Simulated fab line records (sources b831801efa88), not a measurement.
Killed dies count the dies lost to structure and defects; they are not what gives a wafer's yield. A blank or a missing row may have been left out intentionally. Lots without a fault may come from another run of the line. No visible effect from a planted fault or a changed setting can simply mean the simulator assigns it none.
Chamber matching -- flow gf180mcu -- GF_CONTACT_CVD_02 on pecvd-01: 3 sister chambers
The step deposits SiO2 from TEOS, target thk 860 nm, time 95.992 s. 6 wafers are shown with their chamber, then 9 later ones without.

== WAFERS WITH THEIR CHAMBER ==
wafer,chamber,heater-power-w (W),rf-fwd-power-W (W)
L074.2,2,758,595.9
L078.2,2,709,596.9
L087.4,0,664,597.0
L088.2,1,733,594.6
L088.4,0,709,599.7
L088.6,1,791,597.1

== WAFERS WITHOUT THEIR CHAMBER ==
wafer,heater-power-w (W),rf-fwd-power-W (W)
L091.1,726,596.3
L091.5,600,595.0
L091.6,579,598.0
L096.1,750,597.4
L096.5,601,596.4
L096.6,695,598.7
L097.1,776,596.7
L097.2,723,599.6
L097.4,578,598.2

== CHAMBER TAKEN BY EACH ==
wafer,from the rows above,in truth
L091.1,can't be placed: 2 or 1 or 0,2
L091.5,can't be placed: 0 or 2 or 1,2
L091.6,can't be placed: 0 or 2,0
L096.1,can't be placed: 2 or 1 or 0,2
L096.5,can't be placed: 0 or 2 or 1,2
L096.6,can't be placed: 0 or 2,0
L097.1,can't be placed: 1 or 2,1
L097.2,can't be placed: 0 or 2 or 1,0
L097.4,can't be placed: 0 or 2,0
0 of 9 placed correctly. Unplaceable from these rows: 9, with the true chamber sitting among the candidates in 9. Number placed wrongly: 0.
How it was worked out, from the rows above alone: a wafer's distance from a chamber is the root of the sum, over the readings, of the square of ((its reading less the chamber's mean) divided by the reading's scatter). The wafer belongs to the nearest chamber; if the next one is less than 2 further off, it can't be placed. Each chamber's mean is taken over the wafers shown for it. The scatter: take each reading less its chamber's mean, square it, sum over the shown wafers, divide by the number of wafers less the number of chambers, and take the root.
